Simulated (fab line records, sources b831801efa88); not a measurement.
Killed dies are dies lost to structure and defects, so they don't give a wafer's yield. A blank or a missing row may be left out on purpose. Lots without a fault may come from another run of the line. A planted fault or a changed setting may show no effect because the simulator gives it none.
fab line records | flow sfq_line
record lots=13 wafers=39 last_day=90
route steps=325 shown M0@41 I2@114 M4@158
lots that met no fault: from a run of the same line without faults
start_h: hours from the record's first day to the start of the lot's first wafer shown | wait_h: hours since the lot's step before | " the same as in the row above | L1.1+2: a row that stands for several wafers | - no value, or no start given | * or withheld: withheld | < > ~ a bound
route shown NAME@n: a module of which the file shows steps, and the number in the route of the first | usual: mean/standard deviation of fault-free wafers | same: alike in all rows | chamber/n: place in a boat | sites: the reading at each site | _std_site: their standard deviation | _edge_site: outer sites' mean less inner sites' | radius_mm: how far each site lies from the wafer's centre | mask NAME#n: copy n | behind: the tool/chamber that last shaped the wafer | hold: why the lot was held/for how many hours/how that ended | device: the transistor (n, p or np) that didn't switch | end of line: the same wafers' tests at the end of the route | a step without rows: its recipe alone | killed: dies lost to structure and defects at the first sort, not the wafer's yield | map: a wafer's dies, x killed, . not, _ none there
set.NAME: the setting as run; set.NAME@STEP: as run at that earlier step | model.NAME: the simulator's own value behind a step, which no gauge read
steps of the route over a sample of lots; a table a step, a row a wafer
services: from which hour (start_h, from the record's first day; less than 0 if before it) a tool's chamber was out of use, for how many hours, and why
## steps
# step SFQ_TRILAYER_M0_STRIP_STRIP_025
# recipe gas=O2 power_w=200 platen_temp_c=40 overash_fraction=0.65 chemistry=O2 pressure_mtorr=50
# usual drypump_motor_current_A=5.5/0.33 oes_product_au=1.000/0.0076
# columns lot.wafer tool chamber start_h wait_h drypump_motor_current_A oes_product_au rf_hours_counter_h
L239.2 rie_metal-04 0 186.92 0.1 5.7 0.997 98
L239.3 " 1 " " 5.9 0.995 -
L239.4 " 0 " " 5.7 1.006 -
L240.3 rie_metal-03 0 201.32 0.2 5.1 1.003 -
L240.4 " 1 " " 5.3 0.997 -
L240.6 " 1 " " 5.2 0.998 -
L241.1 rie_metal-02 0 202.32 0.1 5.0 1.002 149
L241.2 " 1 " " 5.8 0.996 101
L241.3 " 0 " " 5.0 0.991 -
L242.1 rie_metal-03 0 205.92 0.1 5.1 1.019 128
L242.5 " 0 " " 5.1 1.001 -
L242.6 " 1 " " 5.3 1.002 -
L243.2 rie_metal-04 0 210.72 0.1 5.7 0.988 103
L243.4 " 0 " " 5.7 0.999 -
L243.6 " 0 " " 5.7 0.998 -
L244.2 rie_metal-02 0 217.47 0.1 5.0 0.994 152
L244.4 " 0 " " 5.0 0.996 -
L244.5 " 0 " " 5.0 0.988 -
L245.1 rie_metal-04 1 218.67 0.1 5.8 1.004 174
L245.5 " 1 " " 5.9 1.013 -
L245.6 " 0 " " 5.7 1.005 -
L252.2 rie_metal-04 0 263.35 0.1 5.7 1.004 112
L252.3 " 1 " " 5.9 0.999 -
L252.4 " 0 " " 5.7 1.005 -
L253.2 rie_metal-03 1 269.51 0.1 5.2 1.001 119
L253.5 " 0 " " 5.1 0.999 -
L253.6 " 1 " " 5.3 1.002 -
L258.1 rie_metal-02 1 423.11 0.1 5.7 0.991 138
L258.4 " 0 " " 5.0 1.007 -
L258.5 " 0 " " 5.0 1.002 -
L259.1 rie_metal-04 1 431.51 0.1 5.9 0.994 22
L259.4 " 0 " " 5.7 1.014 -
L259.6 " 1 " " 5.9 1.004 -
L260.1 rie_metal-03 1 443.51 0.1 5.2 1.009 146
L260.2 " 0 " " 5.1 1.004 165
L260.6 " 0 " " 5.1 1.006 -
L262.2 rie_metal-02 0 450.67 0.1 5.1 0.998 10
L262.4 " 1 " " 5.7 0.995 -
L262.5 " 1 " " 5.8 1.000 -
# step SFQ_TRILAYER_I2_VIA_BARC_OPEN_VIA_ETCH_096
# recipe mask_material=PR chemistry=O2 target_depth_nm=125 target=BARC source_w=500 bias_w=80 pressure_mtorr=30 time_s=41.7
# usual drypump_motor_current_A=5.6/0.36 oes_product_au=0.685/0.005 rf_fwd_power_W=494.4/2.3 run_length_s=70.0/0.45
# columns lot.wafer tool chamber start_h wait_h drypump_motor_current_A oes_product_au rf_fwd_power_W rf_hours_counter_h run_length_s
L239.2 rie_diel-03 0 705.30 0.0 5.3 0.686 492.4 13 70.4
L239.3 " 1 " " 5.7 0.684 488.9 12 69.1
L239.4 " 2 " " 6.1 0.681 497.7 5 70.3
L240.3 rie_diel-01 3 707.70 0.0 5.1 0.681 494.8 9 70.3
L240.4 " 0 " " 5.4 0.673 495.4 4 70.6
L240.6 " 3 " " 5.1 0.686 492.1 - 70.5
L241.1 rie_diel-02 3 711.30 0.0 5.8 0.682 493.7 16 69.7
L241.2 " 1 " " 4.9 0.687 495.9 10 69.8
L241.3 " 2 " " 5.8 0.685 493.3 13 69.6
L242.1 rie_diel-03 2 716.10 0.0 6.2 0.683 496.5 5 70.1
L242.5 " 2 " " 6.2 0.686 495.5 - 70.6
L242.6 " 3 " " 5.4 0.688 495.4 - 70.1
L243.2 rie_diel-03 1 780.23 0.0 5.7 0.685 494.2 14 69.9
L243.4 " 3 " " 5.3 0.679 494.2 11 70.1
L243.6 " 0 " " 5.3 0.693 492.4 - 70.8
L244.2 rie_diel-01 2 782.75 0.0 6.0 0.688 495.5 4 70.0
L244.4 " 3 " " 5.2 0.684 492.6 11 70.2
L244.5 " 3 " " 5.1 0.685 492.3 - 70.1
L245.1 rie_diel-03 2 789.86 0.0 6.2 0.689 494.4 6 70.5
L245.5 " 1 " " 5.7 0.682 489.5 - 69.5
L245.6 " 2 " " 6.2 0.680 495.1 - 70.4
L252.2 rie_diel-02 3 935.71 0.0 5.8 0.680 495.5 20 69.7
L252.3 " 2 " " 5.8 0.560 490.4 18 97.6
L252.4 " 1 " " 4.9 0.558 496.8 15 97.5
L253.2 rie_diel-02 1 946.51 0.0 4.9 0.681 493.1 15 69.8
L253.5 " 0 " " 5.5 0.555 494.9 - 97.8
L253.6 " 1 " " 4.9 0.683 493.2 - 69.6
L258.1 rie_diel-03 2 987.43 0.0 6.2 0.686 495.2 10 70.5
L258.4 " 0 " " 5.3 0.684 490.7 18 70.9
L258.5 " 2 " " 6.2 0.677 493.1 - 70.3
L259.1 rie_diel-01 2 992.23 0.0 6.0 0.681 496.5 7 69.8
L259.4 " 1 " " 5.8 0.681 496.3 - 70.6
L259.6 " 2 " " 6.0 0.684 499.0 - 69.9
L260.1 rie_diel-03 3 997.15 0.0 5.3 0.690 496.4 14 70.3
L260.2 " 2 " " 6.1 0.685 495.0 10 70.2
L260.6 " 0 " " 5.3 0.681 490.2 - 71.2
L262.2 rie_diel-01 1 1006.85 0.0 5.8 0.687 499.6 14 71.0
L262.4 " 2 " " 6.0 0.680 498.3 8 69.7
L262.5 " 2 " " 6.0 0.686 496.8 - 69.8
# step SFQ_M4_OVL_MEAS_926
# usual M4_OVL=0/6.3
# columns lot.wafer tool chamber start_h wait_h M4_OVL[nm]
L239.2 overlay-02 - 1047.75 0.1 -2
L239.3 " - " " -2
L239.4 " - " " -12
L240.3 overlay-02 - 1054.96 0.1 -4
L240.4 " - " " 2
L240.6 " - " " 4
L241.1 overlay-01 - 1056.14 0.1 4
L241.2 " - " " 8
L241.3 " - " " 7
L242.1 overlay-01 - 1083.57 0.1 -15
L242.5 " - " " -6
L242.6 " - " " -3
L243.2 overlay-02 - 1085.89 0.1 -3
L243.4 " - " " -6
L243.6 " - " " 0
L244.2 overlay-02 - 1087.09 0.1 -5
L244.4 " - " " -8
L244.5 " - " " -13
L245.1 overlay-02 - 1088.28 0.1 4
L245.5 " - " " 1
L245.6 " - " " 1
L252.2 overlay-01 - 1208.14 0.1 2
L252.3 " - " " 0
L252.4 " - " " -3
L253.2 overlay-02 - 1329.96 0.1 5
L253.5 " - " " -1
L253.6 " - " " 5
L258.1 overlay-01 - 1398.45 0.1 7
L258.4 " - " " 0
L258.5 " - " " 5
L259.1 overlay-02 - 1402.05 0.1 -2
L259.4 " - " " -2
L259.6 " - " " -3
L260.1 overlay-02 - 1408.05 0.1 12
L260.2 " - " " 15
L260.6 " - " " 13
L262.2 overlay-02 - 1411.66 0.1 1
L262.4 " - " " -1
L262.5 " - " " 1
# step SFQ_TRILAYER_M4_BARC_OPEN_METAL_ETCH_123
# recipe mask_material=PR chemistry=O2 target_depth_nm=125 target=BARC icp_w=600 bias_w=80 pressure_mtorr=10 time_s=41.7
# usual drypump_motor_current_A=5.4/0.31 oes_product_au=0.684/0.0049 rf_fwd_power_W=593.9/2 run_length_s=70.30/0.28
# columns lot.wafer tool chamber start_h wait_h drypump_motor_current_A oes_product_au rf_fwd_power_W rf_hours_counter_h run_length_s
L239.2 rie_metal-03 0 1047.78 0.0 5.1 0.682 596.9 92 70.50
L239.3 " 0 " " 5.1 0.682 594.2 - 70.22
L239.4 " 1 " " 5.3 0.684 596.2 - 70.46
L240.3 rie_metal-02 1 1055.00 0.0 5.7 0.681 593.0 - 71.10
L240.4 " 0 " " 5.0 0.690 591.6 - 70.81
L240.6 " 0 " " 5.0 0.681 595.0 - 70.46
L241.1 rie_metal-03 0 1056.18 0.0 5.1 0.685 593.0 94 70.03
L241.2 " 1 " " 5.3 0.674 593.8 77 70.33
L241.3 " 1 " " 5.3 0.680 592.9 - 70.67
L242.1 rie_metal-03 1 1083.60 0.0 5.3 0.684 593.9 81 70.08
L242.5 " 0 " " 5.1 0.684 594.8 - 70.46
L242.6 " 1 " " 5.3 0.679 597.1 - 70.10
L243.2 rie_metal-02 1 1085.92 0.0 5.7 0.689 592.9 73 70.58
L243.4 " 1 " " 5.7 0.690 592.8 - 70.49
L243.6 " 1 " " 5.7 0.691 591.4 - 70.48
L244.2 rie_metal-04 0 1087.12 0.0 5.7 0.686 596.1 82 69.81
L244.4 " 0 " " 5.7 0.689 594.1 - 70.48
L244.5 " 1 " " 5.9 0.683 592.1 - 70.28
L245.1 rie_metal-02 1 1088.32 0.0 5.7 0.678 594.8 73 70.65
L245.5 " 0 " " 5.0 0.680 593.3 - 70.38
L245.6 " 1 " " 5.7 0.684 592.9 - 70.42
L252.2 rie_metal-03 1 1208.19 0.0 5.3 0.678 592.2 - 70.16
L252.3 " 1 " " 5.3 0.687 590.2 - 70.32
L252.4 " 1 " " 5.3 0.685 594.5 - 70.38
L253.2 rie_metal-04 0 1329.99 0.0 5.7 0.689 595.6 119 70.14
L253.5 " 0 " " 5.7 0.685 596.1 - 70.38
L253.6 " 1 " " 5.9 0.689 590.5 - 70.30
L258.1 rie_metal-02 0 1398.49 0.0 5.0 0.683 595.2 6 70.31
L258.4 " 0 " " 5.0 0.680 592.6 - 70.95
L258.5 " 1 " " 5.7 0.689 594.2 - 70.36
L259.1 rie_metal-02 1 1402.09 0.0 5.7 0.686 593.7 125 70.59
L259.4 " 0 " " 5.1 0.672 592.7 - 70.90
L259.6 " 0 " " 5.0 0.681 590.7 - 70.32
L260.1 rie_metal-03 1 1408.09 0.0 5.3 0.684 596.6 136 69.96
L260.2 " 0 " " 5.1 0.687 596.6 146 70.35
L260.6 " 0 " " 5.1 0.684 596.4 - 70.06
L262.2 rie_metal-03 0 1411.69 0.0 5.1 0.684 595.1 147 70.34
L262.4 " 0 " " 5.1 0.691 598.3 - 70.18
L262.5 " 1 " " 5.2 0.684 595.8 - 70.21
## services
# columns tool chamber start_h hours kind
rie_metal-04 - 194.26 2.8 pm
rie_metal-02 - 371.76 4.3 pm
rie_metal-03 - 422.78 2.8 pm
rie_metal-02 0 525.19 1.5 repair
rie_metal-03 - 545.34 0.9 repair
rie_metal-02 - 548.38 2.3 repair
rie_metal-02 - 571.03 14.6 pm
rie_metal-02 1 602.67 3.5 repair
rie_metal-03 - 618.25 1.4 pm
rie_metal-02 0 690.51 14.1 repair
rie_metal-02 - 742.32 2.8 pm
rie_metal-02 1 766.66 2.5 repair
rie_metal-03 - 775.99 1.6 repair
rie_metal-03 - 786.71 14.6 pm
rie_metal-03 1 836.29 15.4 repair
rie_metal-02 0 882.00 13.3 repair
rie_metal-03 - 911.19 1.9 repair
rie_metal-02 1 914.88 6.1 repair
rie_metal-02 - 971.30 28.1 pm
rie_metal-02 0 1025.59 2.3 repair
rie_metal-03 0 1207.70 26.1 repair
rie_metal-02 - 1311.20 3.3 repair
rie_metal-03 1 1384.04 4.1 repair
rie_metal-02 - 1403.08 1.4 pm
## key
first_sign step=SFQ_TRILAYER_I2_VIA_BARC_OPEN_VIA_ETCH_096 reading=run_length_s direction=up sigmas=61 usual=* struck=*
effect step=SFQ_TRILAYER_I2_VIA_BARC_OPEN_VIA_ETCH_096 reading=oes_product_au direction=down sigmas=26 usual=0.685 struck=0.558
met_at SFQ_TRILAYER_I2_VIA_BARC_OPEN_VIA_ETCH_096
struck_lots L252,L253
struck_wafers L252.3,L252.4,L253.5
not_acting_at SFQ_TRILAYER_M0_STRIP_STRIP_025,SFQ_M4_OVL_MEAS_926,SFQ_TRILAYER_M4_BARC_OPEN_METAL_ETCH_123
onset_between 711.30 935.71
fault kind=process_parameter_drift tool=rie_diel-02 chamber=- onset_h=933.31 steps=SFQ_TRILAYER_I2_VIA_BARC_OPEN_VIA_ETCH_096 channel=time_s offset=* shape=step end_h=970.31 scope=struck_wafers_only acts_in=* stated=*
